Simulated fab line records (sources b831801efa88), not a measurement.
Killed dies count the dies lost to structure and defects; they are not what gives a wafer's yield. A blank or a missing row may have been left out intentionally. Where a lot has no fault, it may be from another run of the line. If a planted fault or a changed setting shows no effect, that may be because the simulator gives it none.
Matching of chambers	flow gf180mcu	3 sister chambers for GF_V5_CVD_02 on pecvd-03
The step deposits SiO2 from TEOS, target thk 1450 nm, time 163.28 s. 6 wafers are shown with their chamber, then 9 later ones without.

## WAFERS, EACH WITH ITS CHAMBER
wafer	chamber	heater_power_w (W)	rf_fwd_power_W (W)
L607.4	0	456	597.2
L609.3	1	775	595.8
L609.5	0	449	593.9
L610.3	2	674	598.3
L610.4	1	772	598.5
L610.6	2	564	598.3

## WAFERS WITH NO CHAMBER GIVEN
wafer	heater_power_w (W)	rf_fwd_power_W (W)
L611.1	742	597.4
L611.5	627	594.8
L611.6	546	595.7
L612.1	546	597.1
L612.2	748	595.8
L612.4	630	596.7
L613.1	561	595.3
L613.4	446	593.2
L613.5	655	599.2

## CHAMBER TAKEN BY EACH
wafer	from the rows above	in truth
L611.1	1	1
L611.5	can't be placed: 2 or 1 or 0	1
L611.6	can't be placed: 0 or 2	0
L612.1	can't be placed: 2 or 0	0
L612.2	1	1
L612.4	2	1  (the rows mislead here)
L613.1	can't be placed: 2 or 0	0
L613.4	0	0
L613.5	can't be placed: 2 or 1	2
Correctly placed: 3 of 9. These rows do not allow placing 5 (true chamber among the candidates in 5). 1 placed wrongly.
How it was worked out, from the rows above alone: a wafer's distance from a chamber is the root of the sum, over the readings, of the square of ((its reading less the chamber's mean) divided by the reading's scatter). If the next closest chamber is less than 2 further off than the closest, the wafer can't be placed; otherwise it belongs to the closest. A chamber's mean is the mean of its shown wafers. How the scatter is found: for the shown wafers, subtract from each reading the mean of its chamber, square and add these, divide the total by (wafers less chambers), then take the root.
